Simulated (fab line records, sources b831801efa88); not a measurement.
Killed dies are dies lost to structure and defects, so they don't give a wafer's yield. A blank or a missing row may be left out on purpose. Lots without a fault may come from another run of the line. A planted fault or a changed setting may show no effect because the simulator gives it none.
fab line records | flow gf180mcu
record lots=24 wafers=72 last_day=34
route steps=602 shown POLY_GATE@174 HV_LDD@186 SAB@264 CONTACT@313 V1@338
lots that met no fault: from a run of the same line without faults
start_h: hours from the record's first day to the start of the lot's first wafer shown | wait_h: hours since the lot's step before | " the same as in the row above | L1.1+2: a row that stands for several wafers | - no value, or no start given | * or withheld: withheld | < > ~ a bound
route shown NAME@n: a module of which the file shows steps, and the number in the route of the first | usual: mean/standard deviation of fault-free wafers | same: alike in all rows | chamber/n: place in a boat | sites: the reading at each site | _std_site: their standard deviation | _edge_site: outer sites' mean less inner sites' | radius_mm: how far each site lies from the wafer's centre | mask NAME#n: copy n | behind: the tool/chamber that last shaped the wafer | hold: why the lot was held/for how many hours/how that ended | device: the transistor (n, p or np) that didn't switch | end of line: the same wafers' tests at the end of the route | a step without rows: its recipe alone | killed: dies lost to structure and defects at the first sort, not the wafer's yield | map: a wafer's dies, x killed, . not, _ none there
set.NAME: the setting as run; set.NAME@STEP: as run at that earlier step | model.NAME: the simulator's own value behind a step, which no gauge read
steps of the route over a sample of lots; a table a step, a row a wafer
services: from which hour (start_h, from the record's first day; less than 0 if before it) a tool's chamber was out of use, for how many hours, and why
## steps
# step GF_POLY_GATE_THK_MEAS_17
# recipe reads=SiO2_of_POLY_GATE_OXIDATION_16
# usual POLY_GATE_OXIDATION_THK=3.99/0.072
# columns lot.wafer tool chamber start_h wait_h POLY_GATE_OXIDATION_THK[nm]
L074.1 film_metro-03 - 202.44 0.0 3.96
L074.4 " - " " 4.02
L074.5 " - " " 4.01
L075.2 film_metro-02 - 202.45 0.0 3.90
L075.5 " - " " 3.87
L075.6 " - " " 3.96
L076.2 film_metro-03 - 210.37 0.0 4.05
L076.3 " - " " 4.04
L076.5 " - " " 4.06
L077.1 film_metro-03 - 221.78 0.0 4.10
L077.2 " - " " 4.12
L077.4 " - " " 4.04
L078.1 film_metro-02 - 225.89 0.0 4.16
L078.2 " - " " 4.01
L078.4 " - " " 4.14
L079.2 film_metro-02 - 229.98 0.0 4.02
L079.4 " - " " 3.94
L079.6 " - " " 4.10
L080.2 film_metro-02 - 241.21 0.0 3.97
L080.4 " - " " 3.95
L080.6 " - " " 3.95
L081.1 film_metro-03 - 245.07 0.0 3.97
L081.2 " - " " 3.84
L081.3 " - " " 3.98
L082.1 film_metro-02 - 252.17 0.0 4.06
L082.5 " - " " 4.07
L082.6 " - " " 3.97
L083.1 film_metro-03 - 258.08 0.0 3.96
L083.2 " - " " 4.00
L083.5 " - " " 3.97
L084.1 film_metro-03 - 266.24 0.0 3.94
L084.4 " - " " 3.98
L084.5 " - " " 3.97
L085.1 film_metro-01 - 275.92 0.0 3.92
L085.2 " - " " 3.94
L085.3 " - " " 3.84
L086.3 film_metro-02 - 278.41 0.0 3.97
L086.4 " - " " 3.96
L086.5 " - " " 3.92
L087.2 film_metro-01 - 297.73 0.0 3.91
L087.3 " - " " 3.94
L087.5 " - " " 3.92
L088.3 film_metro-03 - 302.96 0.0 3.94
L088.5 " - " " 4.00
L088.6 " - " " 4.05
L089.1 film_metro-02 - 310.89 0.0 4.02
L089.4 " - " " 3.99
L089.6 " - " " 3.96
L090.2 film_metro-02 - 316.44 0.0 3.94
L090.4 " - " " 4.00
L090.5 " - " " 3.97
L091.3 film_metro-01 - 320.22 0.0 3.92
L091.4 " - " " 3.88
L091.5 " - " " 3.92
L092.1 film_metro-02 - 329.45 0.0 3.99
L092.2 " - " " 4.03
L092.5 " - " " 3.91
L093.1 film_metro-03 - 338.90 0.0 3.97
L093.2 " - " " 4.01
L093.3 " - " " 3.97
L094.3 film_metro-03 - 341.23 0.0 4.01
L094.5 " - " " 4.01
L094.6 " - " " 4.07
L095.2 film_metro-02 - 348.15 0.0 4.11
L095.4 " - " " 4.10
L095.6 " - " " 4.19
L096.1 film_metro-01 - 368.83 0.0 4.03
L096.3 " - " " 4.00
L096.5 " - " " 4.07
L097.1 film_metro-01 - 371.47 0.0 3.89
L097.3 " - " " 3.88
L097.5 " - " " 3.97
# step GF_HV_LDD_STRIP_10
# recipe chemistry=O2/N2 power_w=1400 pressure_mtorr=1500 platen_temp_c=250 o2_flow_sccm=3000 n2_flow_sccm=300 overash_fraction=0.5
# usual drypump_motor_current_A=5.72/0.11 heater_power_w=341/37 o2_flow_sccm=3001/8.6 oes_product_au=0.716/0.0044 strip_time_to_endpoint_s=12.66/0.037
# columns lot.wafer tool chamber start_h wait_h drypump_motor_current_A heater_power_w o2_flow_sccm oes_product_au rf_hours_counter_h strip_time_to_endpoint_s
L074.1 plasma_asher-01 0 219.83 0.1 5.73 359 3012 0.716 42 12.68
L074.4 " 1 " " 5.85 278 2998 0.713 - 12.64
L074.5 " 0 " " 5.76 363 2995 0.716 - 12.68
L075.2 plasma_asher-02 0 220.24 0.1 5.53 292 3006 0.710 59 12.64
L075.5 " 1 " " 5.83 373 3005 0.712 - 12.62
L075.6 " 0 " " 5.51 306 3005 0.718 - 12.62
L076.2 plasma_asher-01 1 228.18 0.1 5.88 277 2994 0.716 43 12.65
L076.3 " 0 " " 5.74 362 3018 0.714 - 12.64
L076.5 " 0 " " 5.75 359 3000 0.717 - 12.62
L077.1 plasma_asher-01 0 239.53 0.1 5.73 358 3003 0.717 44 12.69
L077.2 " 1 " " 5.84 274 2991 0.722 44 12.67
L077.4 " 1 " " 5.85 282 2983 0.723 - 12.68
L078.1 plasma_asher-02 1 244.19 0.1 5.77 381 2978 0.716 62 12.69
L078.2 " 0 " " 5.54 296 2995 0.718 62 12.68
L078.4 " 1 " " 5.81 377 3005 0.711 - 12.67
L079.2 plasma_asher-02 0 248.34 0.1 5.52 297 2987 0.719 62 12.69
L079.4 " 1 " " 5.82 365 3018 0.711 - 12.73
L079.6 " 0 " " 5.50 302 2998 0.716 - 12.64
L080.2 plasma_asher-03 1 260.78 0.1 5.69 361 2993 0.713 63 12.66
L080.4 " 0 " " 5.68 379 2998 0.721 - 12.69
L080.6 " 1 " " 5.69 357 2998 0.714 - 12.68
L081.1 plasma_asher-02 1 263.63 0.1 5.84 375 3006 0.713 64 12.63
L081.2 " 0 " " 5.54 303 3011 0.713 64 12.61
L081.3 " 1 " " 5.78 381 3006 0.710 - 12.63
L082.1 plasma_asher-03 1 271.48 0.1 5.69 351 3004 0.716 64 12.65
L082.5 " 1 " " 5.69 353 2997 0.718 - 12.64
L082.6 " 0 " " 5.69 373 3003 0.712 - 12.69
L083.1 plasma_asher-01 1 277.98 0.1 5.90 280 3005 0.723 47 12.69
L083.2 " 0 " " 5.72 361 3014 0.729 47 12.69
L083.5 " 1 " " 5.91 284 3009 0.715 - 12.72
L084.1 plasma_asher-01 1 285.33 0.1 5.86 287 2995 0.717 48 12.68
L084.4 " 0 " " 5.74 349 2994 0.713 - 12.69
L084.5 " 1 " " 5.85 283 3007 0.714 - 12.66
L085.1 plasma_asher-02 1 295.79 0.1 5.79 372 3001 0.716 67 12.62
L085.2 " 0 " " 5.52 301 3004 0.712 67 12.65
L085.3 " 1 " " 5.79 369 2992 0.725 - 12.59
L086.3 plasma_asher-02 0 298.42 0.1 5.56 308 2986 0.715 - 12.71
L086.4 " 1 " " 5.83 383 3001 0.714 - 12.64
L086.5 " 0 " " 5.52 302 2988 0.712 - 12.67
L087.2 plasma_asher-03 1 317.97 0.1 5.70 358 3014 0.713 69 12.67
L087.3 " 1 " " 5.70 359 3003 0.718 - 12.71
L087.5 " 0 " " 5.67 384 2999 0.717 - 12.68
L088.3 plasma_asher-03 1 322.66 0.1 5.68 357 3003 0.713 - 12.66
L088.5 " 1 " " 5.71 361 2997 0.723 - 12.65
L088.6 " 0 " " 5.66 376 3009 0.722 - 12.66
L089.1 plasma_asher-03 0 331.08 0.1 5.66 386 2993 0.717 70 12.74
L089.4 " 1 " " 5.68 359 3009 0.725 - 12.70
L089.6 " 1 " " 5.67 350 3004 0.716 - 12.72
L090.2 plasma_asher-01 1 337.84 0.1 5.89 283 3009 0.712 53 12.64
L090.4 " 1 " " 5.85 283 2992 0.717 - 12.67
L090.5 " 0 " " 5.73 355 2999 0.706 - 12.68
L091.3 plasma_asher-03 1 342.46 0.1 5.69 364 3002 0.715 - 12.65
L091.4 " 0 " " 5.70 379 3008 0.713 - 12.60
L091.5 " 0 " " 5.66 382 2994 0.715 - 12.63
L092.1 plasma_asher-02 1 351.77 0.1 5.84 370 2992 0.719 73 12.56
L092.2 " 0 " " 5.52 305 3005 0.723 73 12.60
L092.5 " 0 " " 5.55 304 3005 0.708 - 12.65
L093.1 plasma_asher-03 1 361.19 0.1 5.68 358 2988 0.715 73 12.61
L093.2 " 0 " " 5.65 373 3000 0.720 73 12.62
L093.3 " 1 " " 5.65 358 2988 0.720 - 12.62
L094.3 plasma_asher-01 0 363.67 0.1 5.76 361 2989 0.722 - 12.72
L094.5 " 1 " " 5.89 289 2997 0.712 - 12.73
L094.6 " 0 " " 5.75 353 2994 0.712 - 12.71
L095.2 plasma_asher-03 0 370.04 0.1 5.67 364 3005 0.714 74 12.65
L095.4 " 0 " " 5.67 386 2993 0.714 - 12.64
L095.6 " 1 " " 5.69 358 2985 0.713 - 12.68
L096.1 plasma_asher-01 1 391.52 0.1 5.89 277 3006 0.715 59 12.60
L096.3 " 0 " " 5.76 356 3003 0.715 - 12.57
L096.5 " 1 " " 5.88 273 3011 0.723 - 12.63
L097.1 plasma_asher-02 1 394.59 0.1 5.77 382 2992 0.709 78 12.62
L097.3 " 0 " " 5.56 301 2992 0.721 - 12.65
L097.5 " 1 " " 5.80 380 3002 0.716 - 12.65
# step GF_SAB_CVD_00
# recipe material=SiO2 target_thk_nm=50 precursor=TEOS temp_c=400 time_s=5.087 rf_w=600
# usual heater_power_outer_w=389/63 heater_power_w=660/90
# columns lot.wafer tool chamber start_h wait_h heater_power_outer_w heater_power_w
L074.1 pecvd-02 0 320.46 0.1 458 755
L074.4 " 2 " " 309 572
L074.5 " 0 " " 464 752
L075.2 pecvd-03 0 321.41 0.1 461 821
L075.5 " 1 " " 347 627
L075.6 " 0 " " 467 840
L076.2 pecvd-03 0 329.83 0.1 419 786
L076.3 " 2 " " 346 574
L076.5 " 0 " " 415 779
L077.1 pecvd-02 0 345.12 0.1 410 666
L077.2 " 1 " " 477 737
L077.4 " 0 " " 414 667
L078.1 pecvd-04 0 347.88 0.1 465 731
L078.2 " 2 " " 469 727
L078.4 " 2 " " 469 716
L079.2 pecvd-03 1 354.48 0.1 460 778
L079.4 " 1 " " 465 772
L079.6 " 0 " " 459 810
L080.2 pecvd-04 0 369.11 0.1 367 617
L080.4 " 1 " " 313 574
L080.6 " 2 " " 453 714
L081.1 pecvd-04 2 371.21 0.1 469 722
L081.2 " 1 " " 279 508
L081.3 " 0 " " 425 699
L082.1 pecvd-04 0 380.42 0.1 438 717
L082.5 " 1 " " 359 645
L082.6 " 0 " " 436 704
L083.1 pecvd-02 2 386.62 0.1 245 489
L083.2 " 1 " " 457 718
L083.5 " 0 " " 423 709
L084.1 pecvd-02 0 397.76 0.1 429 719
L084.4 " 1 " " 379 607
L084.5 " 2 " " 313 576
L085.1 pecvd-04 1 408.66 0.1 345 611
L085.2 " 0 " " 429 704
L085.3 " 2 " " 431 677
L086.3 pecvd-03 0 410.86 0.1 351 699
L086.4 " 0 " " 362 672
L086.5 " 2 " " 342 581
L087.2 pecvd-04 1 435.90 0.1 299 538
L087.3 " 1 " " 288 550
L087.5 " 2 " " 447 709
L088.3 pecvd-03 2 439.66 0.1 265 477
L088.5 " 1 " " 436 722
L088.6 " 0 " " 406 772
L089.1 pecvd-03 1 449.21 0.1 430 703
L089.4 " 2 " " 327 568
L089.6 " 0 " " 468 826
L090.2 pecvd-02 0 457.52 0.1 400 660
L090.4 " 2 " " 287 526
L090.5 " 0 " " 399 679
L091.3 pecvd-02 0 461.90 0.1 345 614
L091.4 " 2 " " 287 526
L091.5 " 0 " " 339 589
L092.1 pecvd-02 2 471.86 0.1 309 553
L092.2 " 1 " " 456 726
L092.5 " 1 " " 453 698
L093.1 pecvd-02 1 486.81 0.1 387 613
L093.2 " 0 " " 433 740
L093.3 " 1 " " 385 615
L094.3 pecvd-03 1 487.01 0.1 442 755
L094.5 " 0 " " 434 798
L094.6 " 2 " " 345 592
L095.2 pecvd-04 2 492.66 0.1 462 712
L095.4 " 1 " " 319 575
L095.6 " 2 " " 471 724
L096.1 pecvd-03 1 514.65 0.1 418 724
L096.3 " 2 " " 288 493
L096.5 " 1 " " 429 711
L097.1 pecvd-03 0 518.62 0.1 379 687
L097.3 " 1 " " 383 659
L097.5 " 0 " " 371 703
# step GF_CONTACT_THK_MEAS_26
# recipe thk_meas_gauge=xrf reads=W_of_CONTACT_CVD_24
# usual CONTACT_W_THK=302/5.4
# columns lot.wafer tool chamber start_h wait_h CONTACT_W_THK[nm]
L074.1 film_metro-01 - 365.51 0.1 305
L074.4 " - " " 295
L074.5 " - " " 306
L075.2 film_metro-01 - 366.91 0.1 297
L075.5 " - " " 296
L075.6 " - " " 305
L076.2 film_metro-04 - 376.34 0.1 303
L076.3 " - " " 292
L076.5 " - " " 304
L077.1 film_metro-01 - 392.07 0.1 308
L077.2 " - " " 298
L077.4 " - " " 297
L078.1 film_metro-04 - 394.11 0.1 300
L078.2 " - " " 290
L078.4 " - " " 298
L079.2 film_metro-01 - 401.68 0.1 294
L079.4 " - " " 299
L079.6 " - " " 292
L080.2 film_metro-01 - 416.48 0.1 306
L080.4 " - " " 298
L080.6 " - " " 300
L081.1 film_metro-02 - 419.23 0.1 311
L081.2 " - " " 302
L081.3 " - " " 310
L082.1 film_metro-02 - 428.47 0.1 309
L082.5 " - " " 310
L082.6 " - " " 309
L083.1 film_metro-01 - 435.82 0.1 304
L083.2 " - " " 303
L083.5 " - " " 301
L084.1 film_metro-04 - 447.46 0.1 292
L084.4 " - " " 296
L084.5 " - " " 294
L085.1 film_metro-02 - 458.86 0.1 300
L085.2 " - " " 305
L085.3 " - " " 309
L086.3 film_metro-01 - 462.48 0.1 302
L086.4 " - " " 306
L086.5 " - " " 298
L087.2 film_metro-02 - 485.62 0.1 303
L087.3 " - " " 297
L087.5 " - " " 308
L088.3 film_metro-02 - 490.25 0.1 303
L088.5 " - " " 303
L088.6 " - " " 301
L089.1 film_metro-01 - 498.72 0.1 296
L089.4 " - " " 298
L089.6 " - " " 303
L090.2 film_metro-02 - 507.77 0.1 302
L090.4 " - " " 308
L090.5 " - " " 305
L091.3 film_metro-02 - 511.39 0.1 307
L091.4 " - " " 301
L091.5 " - " " 303
L092.1 film_metro-02 - 521.47 0.1 301
L092.2 " - " " 300
L092.5 " - " " 300
L093.1 film_metro-02 - 535.50 0.1 313
L093.2 " - " " 305
L093.3 " - " " 311
L094.3 film_metro-02 - 535.83 0.1 302
L094.5 " - " " 306
L094.6 " - " " 304
L095.2 film_metro-01 - 541.33 0.1 299
L095.4 " - " " 302
L095.6 " - " " 299
L096.1 film_metro-04 - 562.12 0.1 296
L096.3 " - " " 291
L096.5 " - " " 291
L097.1 film_metro-01 - 565.66 0.1 299
L097.3 " - " " 303
L097.5 " - " " 305
# step GF_V1_THK_MEAS_03
# recipe reads=SiO2_of_V1_CVD_02
# usual V1_CVD_02_THK=849/10
# columns lot.wafer tool chamber start_h wait_h V1_CVD_02_THK[nm]
L074.1 film_metro-03 - 389.74 0.0 844
L074.4 " - " " 853
L074.5 " - " " 846
L075.2 film_metro-04 - 390.25 0.0 853
L075.5 " - " " 862
L075.6 " - " " 860
L076.2 film_metro-03 - 400.84 0.0 851
L076.3 " - " " 849
L076.5 " - " " 856
L077.1 film_metro-03 - 415.91 0.0 852
L077.2 " - " " 839
L077.4 " - " " 863
L078.1 film_metro-04 - 418.48 0.0 838
L078.2 " - " " 849
L078.4 " - " " 847
L079.2 film_metro-03 - 426.79 0.0 843
L079.4 " - " " 845
L079.6 " - " " 855
L080.2 film_metro-02 - 441.70 0.0 844
L080.4 " - " " 853
L080.6 " - " " 853
L081.1 film_metro-03 - 444.93 0.0 861
L081.2 " - " " 839
L081.3 " - " " 851
L082.1 film_metro-04 - 454.48 0.0 846
L082.5 " - " " 845
L082.6 " - " " 841
L083.1 film_metro-04 - 462.13 0.0 853
L083.2 " - " " 843
L083.5 " - " " 853
L084.1 film_metro-04 - 473.88 0.0 851
L084.4 " - " " 867
L084.5 " - " " 863
L085.1 film_metro-02 - 484.59 0.0 838
L085.2 " - " " 841
L085.3 " - " " 827
L086.3 film_metro-03 - 488.12 0.1 850
L086.4 " - " " 856
L086.5 " - " " 858
L087.2 film_metro-04 - 510.74 0.0 850
L087.3 " - " " 836
L087.5 " - " " 847
L088.3 film_metro-03 - 514.90 0.1 845
L088.5 " - " " 851
L088.6 " - " " 855
L089.1 film_metro-04 - 522.58 0.0 829
L089.4 " - " " 840
L089.6 " - " " 849
L090.2 film_metro-04 - 532.27 0.0 845
L090.4 " - " " 846
L090.5 " - " " 845
L091.3 film_metro-02 - 536.18 0.1 850
L091.4 " - " " 861
L091.5 " - " " 858
L092.1 film_metro-04 - 545.59 0.0 839
L092.2 " - " " 837
L092.5 " - " " 844
L093.1 film_metro-03 - 559.14 0.0 847
L093.2 " - " " 850
L093.3 " - " " 840
L094.3 film_metro-04 - 559.41 0.1 838
L094.5 " - " " 843
L094.6 " - " " 846
L095.2 film_metro-04 - 565.43 0.1 852
L095.4 " - " " 858
L095.6 " - " " 851
L096.1 film_metro-04 - 585.09 0.0 856
L096.3 " - " " 844
L096.5 " - " " 867
L097.1 film_metro-03 - 588.58 0.0 836
L097.3 " - " " 845
L097.5 " - " " 846
# step GF_V1_STRIP_18
# recipe chemistry=O2/N2 power_w=1400 pressure_mtorr=1500 platen_temp_c=250 o2_flow_sccm=3000 n2_flow_sccm=300 overash_fraction=0.5
# usual drypump_motor_current_A=5.87/0.19 heater_power_w=349/24 o2_flow_sccm=2998/9 oes_product_au=0.591/0.0041
# columns lot.wafer tool chamber start_h wait_h drypump_motor_current_A heater_power_w o2_flow_sccm oes_product_au rf_hours_counter_h
L074.1 plasma_asher-04 0 411.92 - 6.09 334 3011 0.587 30
L074.4 " 1 " " 6.06 356 3011 0.595 -
L074.5 " 0 " " 6.11 334 2993 0.583 -
L075.2 plasma_asher-04 0 413.10 - 6.12 328 3008 0.593 30
L075.5 " 0 " " 6.10 334 2995 0.590 -
L075.6 " 1 " " 6.02 344 2984 0.593 -
L076.2 plasma_asher-01 1 423.97 - 5.84 287 3000 0.589 62
L076.3 " 1 " " 5.81 272 3014 0.588 -
L076.5 " 1 " " 5.87 276 2996 0.594 -
L077.1 plasma_asher-03 1 440.51 - 5.68 357 3002 0.589 82
L077.2 " 0 " " 5.70 368 3012 0.596 82
L077.4 " 1 " " 5.68 363 2996 0.593 -
L078.1 plasma_asher-04 1 443.00 - 6.04 340 2997 0.583 33
L078.2 " 0 " " 6.08 331 2988 0.593 33
L078.4 " 1 " " 6.03 341 3002 0.596 -
L079.2 plasma_asher-04 1 451.86 - 6.03 343 3008 0.590 34
L079.4 " 0 " " 6.09 340 2981 0.591 -
L079.6 " 1 " " 6.04 335 3013 0.600 -
L080.2 plasma_asher-03 1 466.45 - 5.66 364 3007 0.588 85
L080.4 " 1 " " 5.68 362 3012 0.592 -
L080.6 " 1 " " 5.67 360 3010 0.589 -
L081.1 plasma_asher-04 0 469.70 - 6.10 337 2989 0.594 36
L081.2 " 1 " " 6.06 351 3008 0.593 36
L081.3 " 1 " " 6.05 327 3002 0.589 -
L082.1 plasma_asher-04 0 479.55 - 6.07 341 2996 0.584 37
L082.5 " 1 " " 6.03 340 3000 0.595 -
L082.6 " 0 " " 6.09 338 2996 0.585 -
L083.1 plasma_asher-03 1 486.07 - 5.71 357 2989 0.606 87
L083.2 " 0 " " 5.66 379 2991 0.590 87
L083.5 " 0 " " 5.65 382 2994 0.595 -
L084.1 plasma_asher-03 0 497.95 - 5.71 372 2995 0.591 89
L084.4 " 0 " " 5.71 379 3017 0.592 -
L084.5 " 0 " " 5.68 372 3006 0.589 -
L085.1 plasma_asher-04 0 508.92 - 6.11 328 3013 0.586 39
L085.2 " 1 " " 6.04 342 2996 0.588 39
L085.3 " 1 " " 6.04 349 2998 0.583 -
L086.3 plasma_asher-03 0 512.50 - 5.66 378 2987 0.582 -
L086.4 " 1 " " 5.68 361 2985 0.592 -
L086.5 " 0 " " 5.65 385 2988 0.586 -
L087.2 plasma_asher-04 1 533.97 - 6.05 348 2988 0.587 42
L087.3 " 1 " " 6.04 338 2981 0.585 -
L087.5 " 1 " " 6.07 346 2994 0.591 -
L088.3 plasma_asher-03 1 538.53 - 5.68 348 3003 0.586 -
L088.5 " 1 " " 5.69 358 3006 0.589 -
L088.6 " 0 " " 5.66 388 2987 0.591 -
L089.1 plasma_asher-03 1 545.51 - 5.66 361 2989 0.594 95
L089.4 " 1 " " 5.66 362 2979 0.596 -
L089.6 " 1 " " 5.66 352 2994 0.589 -
L090.2 plasma_asher-04 0 555.10 - 6.10 343 2994 0.590 43
L090.4 " 1 " " 6.05 338 3006 0.592 -
L090.5 " 0 " " 6.11 337 3007 0.592 -
L091.3 plasma_asher-04 1 559.34 - 6.04 338 2997 0.585 -
L091.4 " 0 " " 6.07 341 2995 0.593 -
L091.5 " 0 " " 6.11 346 2998 0.598 -
L092.1 plasma_asher-04 0 568.15 - 6.09 335 2992 0.594 44
L092.2 " 1 " " 6.05 339 3002 0.589 44
L092.5 " 1 " " 6.03 334 3018 0.595 -
L093.1 plasma_asher-01 0 581.41 - 5.75 356 2983 0.591 78
L093.2 " 1 " " 5.85 287 3003 0.585 78
L093.3 " 0 " " 5.73 354 3005 0.586 -
L094.3 plasma_asher-01 1 581.99 - 5.86 281 3000 0.589 -
L094.5 " 1 " " 5.84 285 3000 0.592 -
L094.6 " 0 " " 5.74 369 2994 0.592 -
L095.2 plasma_asher-03 1 587.51 - 5.70 365 2997 0.584 100
L095.4 " 0 " " 5.68 375 2999 0.583 -
L095.6 " 1 " " 5.73 362 2996 0.591 -
L096.1 plasma_asher-03 1 606.51 - 5.69 359 3002 0.587 102
L096.3 " 0 " " 5.68 381 2998 0.586 -
L096.5 " 0 " " 5.68 369 3005 0.598 -
L097.1 plasma_asher-03 0 610.40 - 5.66 375 3010 0.589 103
L097.3 " 1 " " 5.69 354 2994 0.591 -
L097.5 " 1 " " 5.64 352 2988 0.590 -
## services
# columns tool chamber start_h hours kind
pecvd-03 1 211.43 2.8 repair
plasma_asher-01 - 253.73 2.9 repair
plasma_asher-03 - 313.21 4.3 pm
pecvd-03 - 365.97 12.0 repair
pecvd-02 - 368.88 14.0 pm
pecvd-03 2 371.30 4.6 repair
pecvd-02 - 382.88 2.8 pm
plasma_asher-01 - 397.79 3.3 repair
plasma_asher-03 - 399.56 2.8 pm
plasma_asher-02 - 421.25 9.0 pm
plasma_asher-04 - 426.77 9.7 repair
plasma_asher-01 - 442.28 1.2 repair
plasma_asher-01 - 449.66 2.2 repair
pecvd-02 2 480.62 8.1 repair
plasma_asher-04 - 484.81 2.8 pm
plasma_asher-01 - 486.82 1.3 repair
plasma_asher-01 - 521.87 2.8 pm
pecvd-02 0 527.29 5.4 repair
plasma_asher-01 - 532.44 4.1 repair
plasma_asher-04 - 537.96 15.9 pm
plasma_asher-02 - 538.36 14.6 pm
pecvd-03 - 575.24 2.2 repair
plasma_asher-01 - 604.80 3.2 repair
plasma_asher-01 - 608.02 14.6 pm
## key
fault none
